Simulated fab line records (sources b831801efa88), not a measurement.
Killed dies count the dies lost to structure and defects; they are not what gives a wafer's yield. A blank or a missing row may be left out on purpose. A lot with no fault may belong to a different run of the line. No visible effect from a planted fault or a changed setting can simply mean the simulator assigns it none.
A lot that was struck, set against a sound lot + flow sky130 + 16 steps out of a route of 708
Sound: wafers L566.2, L566.3, L566.4. Wafers L577.1, L577.4, L577.6 were the ones struck. The cause is given at the end.
At each step with rows: each side's tool, then ch and its chambers, then its first start. Under that, the readings that differ: sound wafers + struck wafers + difference of the means + sigmas: that difference in standard deviations of wafers without a fault.
alike: words and numbers the same on both sides, and readings whose means are apart by under 2 such deviations; not compared: readings that were withheld, readings missing a value for some wafer, numbers with overlapping values and no deviation given by the record, and bounds like >300 which may hide the same value.
Wherever a step has rows on one side only, a row that says differs or no value, or a row with sigmas, the two part there. Numbers that have no deviation but don't overlap get no sigmas and don't part them. Lack of a reading on every wafer of one side parts them only where that side has two or more wafers.

first, 4 steps without rows for these wafers: SKY_FIELD_ISO_WET_ETCH_29 (etches Si3N4 in H3PO4, target depth 160 nm, time 1825 s); SKY_FIELD_ISO_WET_ETCH_30 (etches SiO2 in dHF, target depth 25 nm, time 50 s); SKY_NWELL_CLEAN_00 (cleans in SC1/SC2, time 150 s); SKY_NWELL_OXIDATION_01 (stabilise 600 s, purge 300 s, target thk 10 nm).
SKY_NWELL_THK_MEAS_02:
  sound: film_metro-04 at day 3 10:37; struck: film_metro-04 at day 5 14:15
  alike: NWELL_OXIDATION_THK
then, 7 steps without rows for these wafers: SKY_DNWELL_DEHYDRATE_00 (time 60 s); SKY_DNWELL_HMDS_01 (prime time 60 s); SKY_DNWELL_COAT_02 (resist thk 3036 nm); SKY_DNWELL_SOFTBAKE_03; SKY_DNWELL_EXPOSE_04 (exposes mask DNM, target cd 3000 nm); SKY_DNWELL_PEB_05; SKY_DNWELL_DEVELOP_06 (develop time 60 s).
SKY_DNWELL_IMPLANT_07:
  sound on implanter-03 ch 0, day 4 01:40; struck on implanter-04 ch 0, day 6 07:23
  not compared: implant_ion_amu
SKY_DNWELL_STRIP_08: strips in O2/N2.
  sound on plasma_asher-01 ch 0,1, day 4 01:47; struck on plasma_asher-02 ch 0,1, day 6 07:32
  alike: drypump_motor_current_A, oes_product_au, strip_time_to_endpoint_s
  not compared: rf_hours_counter_h
SKY_DNWELL_TW_MEAS_09:
  sound: film_metro-03 at day 4 01:54; struck: film_metro-04 at day 6 07:38
| reading   | sound          | struck      | difference | sigmas      |
|-----------|----------------|-------------|------------|-------------|
| DNWELL_TW | 1106 1120 1111 | 362 364 361 | -750       | -99 or more |
then, 1 step without rows for these wafers: SKY_PWDE_DEHYDRATE_00 (time 60 s).

== WHERE THEY PART ==
SKY_DNWELL_TW_MEAS_09 only, going by this record.

WHY: the cause the simulator had injected
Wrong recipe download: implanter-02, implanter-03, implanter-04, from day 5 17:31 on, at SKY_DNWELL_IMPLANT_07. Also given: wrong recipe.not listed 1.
